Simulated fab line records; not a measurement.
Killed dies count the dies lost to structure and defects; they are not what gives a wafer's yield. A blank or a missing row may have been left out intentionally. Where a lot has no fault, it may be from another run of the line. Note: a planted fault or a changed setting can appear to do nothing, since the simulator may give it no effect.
fab line records	flow gf180mcu
record lots=5	wafers=27
route steps=602 shown MIM@521 TOP_METAL@569 PASSIVATION@598
start-h: hours from the record's first day to the start of the lot's first wafer shown	wait-h: time in hours since the lot's previous step	" unchanged from the row above	L1.1+2: one row covering several wafers at once	- no value, or no start was given	* or withheld: withheld	< > ~ a bound
route shown NAME@n: NAME is a module with steps in the file, n the number in the route of the first one	usual: average and standard deviation across the fault-free wafers	same: alike in all rows	chamber/n: place in a boat	sites: readings site by site	_std_site: the values' standard deviation	_edge_site: outer sites' mean less inner sites'	radius-mm: how far each site lies from the wafer's centre	mask NAME#n: copy n	behind: the tool/chamber that last shaped the wafer	hold: what put the lot on hold/how long, in hours/how the hold closed	device: the n, p or np transistor that did not switch	end of line: the tests these same wafers got at the end of their route	step lacking rows: just its recipe	killed: count of dies lost to structure and defects at first sort (not the wafer's yield)	map: a wafer's dies, marking killed ones x, the rest . and places with no die _
set.NAME: the setting that was run; set.NAME@STEP: the one run at that earlier step	model.NAME: the simulator's own value behind a step, which no gauge read
lots whose settings were changed on purpose; a table a step, a row a wafer
## steps
# step GF_MIM_DEVELOP_18
# recipe develop-time-s=60	dev-temp-c=23
lot.wafer	tool	chamber	start-h	wait-h	set.develop-time-s
L074.1+2+3+4+5+6	litho-track-01	0	581.68	0.1	60
L076.2+3+6	litho-track-01	0	605.55	0.1	60
L077.1+2+3+4+5+6	litho-track-04	0	610.61	0.1	60
L078.1+3+4	litho-track-01	0	619.93	0.1	85.7
L078.2+5+6	"	0	"	"	60
L084.1+4+5	litho-track-01	0	663.38	0.1	32.86
L084.2+3+6	"	0	"	"	60
# step GF_MIM_METAL_ETCH_19
# recipe chemistry=Cl2/BCl3	mask-material=NOVOLAK	stop-on=Si3N4	target-depth-nm=324.5	pressure-mtorr=8	icp-w=800	bias-w=140	Cl2_flow_sccm=80	bcl3-flow-sccm=40	time-s=54.1
lot.wafer	tool	chamber	start-h	wait-h	set.develop-time-s@MIM_DEVELOP_18	model.MIM.cd-nm
L074.1	rie-metal-03	0	581.83	0.1	60	2002
L074.2	"	1	"	"	60	1999
L074.3+4	"	1,0	"	"	60	1998
L074.5	"	1	"	"	60	1997
L074.6	"	0	"	"	60	2001
L076.2	rie-metal-02	0	605.68	0.1	60	2000
L076.3	"	1	"	"	60	2002
L076.6	"	1	"	"	60	2001
L077.1+3	rie-metal-03	0	610.76	0.1	60	2004
L077.2	"	0	"	"	60	2001
L077.4	"	0	"	"	60	2003
L077.5+6	"	0	"	"	60	2000
L078.1	rie-metal-04	1	620.08	0.1	85.7	1966
L078.2	"	0	"	"	60	2002
L078.3	"	0	"	"	85.7	1969
L078.4	"	1	"	"	85.7	1965
L078.5	"	0	"	"	60	1998
L078.6	"	1	"	"	60	2000
L084.1	rie-metal-02	1	663.53	0.1	32.86	2059
L084.2+3	"	0,1	"	"	60	1997
L084.4	"	0	"	"	32.86	2057
L084.5	"	1	"	"	32.86	2058
L084.6	"	0	"	"	60	1996
# step GF_TOP_METAL_SPUTTER_02
# recipe material=AlCu	target-thk-nm=900	power-w=10600	chamber-pressure-pa=0.3	substrate-temp-c=250	gas=Ar	time-s=47.82
lot.wafer	tool	chamber	start-h	wait-h	set.time-s	model.AlCu_of_TOP_METAL_SPUTTER_02.thk-nm
L074.1	pvd-sputter-03	-	627.14	0.0	28.79	528.7
L074.2	"	-	"	"	47.82	882.2
L074.3	"	-	"	"	47.82	876.9
L074.4	"	-	"	"	47.82	877.4
L074.5	"	-	"	"	28.79	531.3
L074.6	"	-	"	"	28.79	524.9
L076.2	pvd-sputter-03	-	650.43	0.0	47.82	903.4
L076.3	"	-	"	"	47.82	893.1
L076.6	"	-	"	"	47.82	897.8
L077.1	pvd-sputter-04	-	655.77	0.0	47.82	902
L077.2	"	-	"	"	47.82	887.1
L077.3	"	-	"	"	24.92	464.7
L077.4	"	-	"	"	24.92	481.9
L077.5	"	-	"	"	47.82	897.1
L077.6	"	-	"	"	24.92	454.6
L078.1	pvd-sputter-04	-	664.39	0.0	47.82	899.9
L078.2	"	-	"	"	32.42	602.5
L078.3	"	-	"	"	32.42	625.2
L078.4	"	-	"	"	47.82	889.3
L078.5	"	-	"	"	32.42	607.8
L078.6	"	-	"	"	47.82	892.7
L084.1	pvd-sputter-03	-	704.89	0.0	47.82	900.5
L084.2	"	-	"	"	22.42	432.4
L084.3	"	-	"	"	47.82	916.4
L084.4	"	-	"	"	47.82	915
L084.5	"	-	"	"	22.42	441.7
L084.6	"	-	"	"	22.42	428.4
# step GF_TOP_METAL_SPUTTER_03
# recipe material=Ti	target-thk-nm=5	substrate-temp-c=300	chamber-pressure-pa=0.3	power-w=3000	time-s=3.3
# step GF_TOP_METAL_SPUTTER_04
# recipe material=TiN	target-thk-nm=25	power-w=6500	time-s=20.8	chamber-pressure-pa=0.4
# step GF_TOP_METAL_RS_MEAS_05
# recipe thk-meas-gauge=four-point-probe	reads=TiN_of_TOP_METAL_SPUTTER_04+Ti_of_TOP_METAL_SPUTTER_03+AlCu_of_TOP_METAL_SPUTTER_02+TiN_of_TOP_METAL_SPUTTER_01+Ti_of_TOP_METAL_SPUTTER_00
# usual TOP_METAL_ALCU_RS=0.0328/0.00039
lot.wafer	tool	chamber	start-h	wait-h	set.time-s@TOP_METAL_SPUTTER_02	TOP_METAL_ALCU_RS[ohm/sq]
L074.1	film-metro-02	-	627.23	0.0	28.79	0.0561
L074.2	"	-	"	"	47.82	0.0334
L074.3	"	-	"	"	47.82	0.0336
L074.4	"	-	"	"	47.82	0.0335
L074.5	"	-	"	"	28.79	0.0557
L074.6	"	-	"	"	28.79	0.0564
L076.2	film-metro-03	-	650.54	0.0	47.82	0.0326
L076.3	"	-	"	"	47.82	0.0330
L076.6	"	-	"	"	47.82	0.0328
L077.1	film-metro-01	-	655.86	0.0	47.82	0.0326
L077.2	"	-	"	"	47.82	0.0332
L077.3	"	-	"	"	24.92	0.0638
L077.4	"	-	"	"	24.92	0.0616
L077.5	"	-	"	"	47.82	0.0328
L077.6	"	-	"	"	24.92	0.0652
L078.1	film-metro-03	-	664.48	0.0	47.82	0.0328
L078.2	"	-	"	"	32.42	0.0492
L078.3	"	-	"	"	32.42	0.0473
L078.4	"	-	"	"	47.82	0.0332
L078.5	"	-	"	"	32.42	0.0487
L078.6	"	-	"	"	47.82	0.0330
L084.1	film-metro-03	-	704.98	0.0	47.82	0.0327
L084.2	"	-	"	"	22.42	0.0688
L084.3	"	-	"	"	47.82	0.0322
L084.4	"	-	"	"	47.82	0.0322
L084.5	"	-	"	"	22.42	0.0672
L084.6	"	-	"	"	22.42	0.0693
# step GF_TOP_METAL_THK_MEAS_06
# recipe thk-meas-gauge=xrf	reads=AlCu_of_TOP_METAL_SPUTTER_02
# usual TOP_METAL_ALCU_THK=903/11
lot.wafer	tool	chamber	start-h	wait-h	set.time-s@TOP_METAL_SPUTTER_02	TOP_METAL_ALCU_THK[nm]
L074.1	film-metro-02	-	627.35	0.1	28.79	529
L074.2	"	-	"	"	47.82	877
L074.3	"	-	"	"	47.82	877
L074.4	"	-	"	"	47.82	872
L074.5	"	-	"	"	28.79	532
L074.6	"	-	"	"	28.79	523
L076.2	film-metro-03	-	650.65	0.1	47.82	911
L076.3	"	-	"	"	47.82	897
L076.6	"	-	"	"	47.82	907
L077.1	film-metro-01	-	655.98	0.1	47.82	910
L077.2	"	-	"	"	47.82	898
L077.3	"	-	"	"	24.92	471
L077.4	"	-	"	"	24.92	485
L077.5	"	-	"	"	47.82	908
L077.6	"	-	"	"	24.92	460
L078.1	film-metro-03	-	664.60	0.1	47.82	904
L078.2	"	-	"	"	32.42	609
L078.3	"	-	"	"	32.42	629
L078.4	"	-	"	"	47.82	899
L078.5	"	-	"	"	32.42	613
L078.6	"	-	"	"	47.82	899
L084.1	film-metro-03	-	705.10	0.1	47.82	905
L084.2	"	-	"	"	22.42	431
L084.3	"	-	"	"	47.82	922
L084.4	"	-	"	"	47.82	918
L084.5	"	-	"	"	22.42	445
L084.6	"	-	"	"	22.42	430
# step GF_TOP_METAL_DEHYDRATE_07
# recipe temp-c=200	time-s=60
# step GF_TOP_METAL_HMDS_08
# recipe prime-time-s=60	prime-temp-c=120
# step GF_TOP_METAL_METAL_ETCH_16
# recipe chemistry=Cl2/BCl3	mask-material=NOVOLAK	target-depth-nm=1077.5	stop-on=SiO2	pressure-mtorr=8	icp-w=800	bias-w=140	Cl2_flow_sccm=80	bcl3-flow-sccm=40	time-s=179.6
# usual oes-product-au=0.964/0.0079
lot.wafer	tool	chamber	start-h	wait-h	set.time-s@TOP_METAL_SPUTTER_02	oes-product-au
L074.1	rie-metal-03	1	646.69	0.0	28.79	0.758
L074.2	"	0	"	"	47.82	0.957
L074.3	"	1	"	"	47.82	0.956
L074.4	"	0	"	"	47.82	0.954
L074.5	"	0	"	"	28.79	0.750
L074.6	"	1	"	"	28.79	0.752
L076.2	rie-metal-02	0	670.28	0.0	47.82	0.969
L076.3	"	0	"	"	47.82	0.954
L076.6	"	0	"	"	47.82	0.959
L077.1	rie-metal-02	1	675.03	0.0	47.82	0.966
L077.2	"	0	"	"	47.82	0.959
L077.3	"	0	"	"	24.92	0.715
L077.4	"	1	"	"	24.92	0.724
L077.5	"	1	"	"	47.82	0.960
L077.6	"	0	"	"	24.92	0.711
L078.1	rie-metal-02	1	683.61	0.0	47.82	0.958
L078.2	"	0	"	"	32.42	0.793
L078.3	"	1	"	"	32.42	0.806
L078.4	"	0	"	"	47.82	0.964
L078.5	"	1	"	"	32.42	0.801
L078.6	"	0	"	"	47.82	0.962
L084.1	rie-metal-03	0	722.68	0.0	47.82	0.963
L084.2	"	0	"	"	22.42	0.694
L084.3	"	0	"	"	47.82	0.987
L084.4	"	0	"	"	47.82	0.974
L084.5	"	0	"	"	22.42	0.709
L084.6	"	0	"	"	22.42	0.698
# step GF_PASSIVATION_ETCH_11
# recipe chemistry=CF4/O2	target-depth-nm=1800	stop-on=TiN	source-w=800	bias-w=150	pressure-mtorr=150	cf4-flow-sccm=80	O2_flow_sccm=10	time-s=400
lot.wafer	tool	chamber	start-h	wait-h	set.time-s	model.PASSIVATION.feature-depth-nm	model.coat_of_PASSIVATION_COAT_06.thk-nm
L074.1	rie-diel-02	1	667.21	-	400	1697	2808
L074.2	"	0	"	"	400	1686	2813
L074.3	"	2	"	"	288.2	1294	3146
L074.4	"	3	"	"	288.2	1276	3157
L074.5	"	3	"	"	400	1712	2829
L074.6	"	0	"	"	288.2	1291	3142
L076.2	rie-diel-03	0	689.76	-	400	1701	2788
L076.3	"	3	"	"	400	1699	2803
L076.6	"	2	"	"	400	1722	2809
L077.1	rie-diel-02	0	695.31	-	530.2	1686	2432
L077.2	"	2	"	"	530.2	1696	2398
L077.3	"	1	"	"	400	1682	2785
L077.4	"	1	"	"	400	1706	2786
L077.5	"	0	"	"	400	1725	2820
L077.6	"	2	"	"	530.2	1715	2399
L078.1	rie-diel-03	2	703.36	-	163.9	730.1	3531
L078.2	"	3	"	"	400	1714	2825
L078.3	"	0	"	"	400	1704	2824
L078.4	"	1	"	"	163.9	750.5	3514
L078.5	"	1	"	"	163.9	748.5	3520
L078.6	"	0	"	"	400	1741	2838
L084.1	rie-diel-02	3	741.38	-	235.2	1050	3291
L084.2	"	2	"	"	400	1697	2774
L084.3	"	1	"	"	235.2	1079	3282
L084.4	"	0	"	"	400	1714	2796
L084.5	"	3	"	"	235.2	1047	3298
L084.6	"	2	"	"	400	1721	2768
# step GF_PASSIVATION_STRIP_12
# recipe chemistry=O2/N2	power-w=1400	pressure-mtorr=1500	platen-temp-c=250	o2-flow-sccm=3000	n2-flow-sccm=300	overash-fraction=0.5
# usual strip-time-to-endpoint-s=34.80/0.22
lot.wafer	tool	chamber	start-h	wait-h	set.time-s@PASSIVATION_ETCH_11	strip-time-to-endpoint-s
L074.1	plasma-asher-01	1	667.45	0.1	400	34.86
L074.2	"	0	"	"	400	34.95
L074.3	"	0	"	"	288.2	38.75
L074.4	"	1	"	"	288.2	38.86
L074.5	"	0	"	"	400	35.11
L074.6	"	1	"	"	288.2	38.72
L076.2	plasma-asher-01	1	690.00	0.1	400	34.64
L076.3	"	1	"	"	400	34.82
L076.6	"	1	"	"	400	34.89
L077.1	plasma-asher-01	1	695.55	0.1	530.2	30.55
L077.2	"	0	"	"	530.2	30.13
L077.3	"	0	"	"	400	34.59
L077.4	"	1	"	"	400	34.62
L077.5	"	0	"	"	400	35.02
L077.6	"	1	"	"	530.2	30.15
L078.1	plasma-asher-02	0	703.59	0.1	163.9	43.10
L078.2	"	1	"	"	400	35.06
L078.3	"	1	"	"	400	35.04
L078.4	"	0	"	"	163.9	42.93
L078.5	"	1	"	"	163.9	42.99
L078.6	"	0	"	"	400	35.24
L084.1	plasma-asher-04	1	741.62	0.1	235.2	40.37
L084.2	"	0	"	"	400	34.47
L084.3	"	1	"	"	235.2	40.28
L084.4	"	0	"	"	400	34.73
L084.5	"	1	"	"	235.2	40.47
L084.6	"	0	"	"	400	34.41
# step GF_PASSIVATION_ANNEAL_13
# recipe temp-c=400	time-s=1800	ambient=N2/H2	idle-temp-c=300	ramp-up-c-per-min=10	ramp-down-c-per-min=3
# step GF_PASSIVATION_BOW_MEAS_14
# recipe mode=bow
# usual PASSIVATION_BOW=141/9.5
lot.wafer	tool	chamber	start-h	wait-h	set.time-s@TOP_METAL_SPUTTER_02	PASSIVATION_BOW[um]
L074.1	film-metro-02	-	669.05	0.0	28.79	145
L074.2	"	-	"	"	47.82	134
L074.3	"	-	"	"	47.82	129
L074.4	"	-	"	"	47.82	150
L074.5	"	-	"	"	28.79	168
L074.6	"	-	"	"	28.79	169
L076.2	film-metro-02	-	691.62	0.0	47.82	143
L076.3	"	-	"	"	47.82	134
L076.6	"	-	"	"	47.82	138
L077.1	film-metro-04	-	697.15	0.0	47.82	149
L077.2	"	-	"	"	47.82	141
L077.3	"	-	"	"	24.92	166
L077.4	"	-	"	"	24.92	170
L077.5	"	-	"	"	47.82	149
L077.6	"	-	"	"	24.92	167
L078.1	film-metro-02	-	705.19	0.0	47.82	144
L078.2	"	-	"	"	32.42	154
L078.3	"	-	"	"	32.42	147
L078.4	"	-	"	"	47.82	134
L078.5	"	-	"	"	32.42	163
L078.6	"	-	"	"	47.82	144
L084.1	film-metro-01	-	743.22	0.0	47.82	127
L084.2	"	-	"	"	22.42	164
L084.3	"	-	"	"	47.82	135
L084.4	"	-	"	"	47.82	132
L084.5	"	-	"	"	22.42	156
L084.6	"	-	"	"	22.42	166
## key
split step=GF_MIM_DEVELOP_18	setting=develop-time-s	stated=60	by=wafer
response step=GF_MIM_METAL_ETCH_19	reading=model.MIM.cd-nm	change=-1.08	per=1%	r=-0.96
split step=GF_TOP_METAL_SPUTTER_02	setting=time-s	stated=47.82	by=wafer
response step=GF_TOP_METAL_SPUTTER_02	reading=model.AlCu_of_TOP_METAL_SPUTTER_02.thk-nm	change=+8.9	per=1%	r=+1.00
response step=GF_TOP_METAL_RS_MEAS_05	reading=TOP_METAL_ALCU_RS	change=-0.000618	per=1%	r=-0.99
response step=GF_TOP_METAL_THK_MEAS_06	reading=TOP_METAL_ALCU_THK	change=+8.94	per=1%	r=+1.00
response step=GF_TOP_METAL_METAL_ETCH_16	reading=oes-product-au	change=+0.00511	per=1%	r=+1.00
response step=GF_PASSIVATION_BOW_MEAS_14	reading=PASSIVATION_BOW	change=-0.516	per=1%	r=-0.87
split step=GF_PASSIVATION_ETCH_11	setting=time-s	stated=400	by=wafer
response step=GF_PASSIVATION_ETCH_11	reading=model.PASSIVATION.feature-depth-nm	shape=bent	at-lowest=743	at-stated=1708	at-highest=1699
response step=GF_PASSIVATION_ETCH_11	reading=model.coat_of_PASSIVATION_COAT_06.thk-nm	change=-11.9	per=1%	r=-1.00
response step=GF_PASSIVATION_STRIP_12	reading=strip-time-to-endpoint-s	change=*	per=1%	r=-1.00
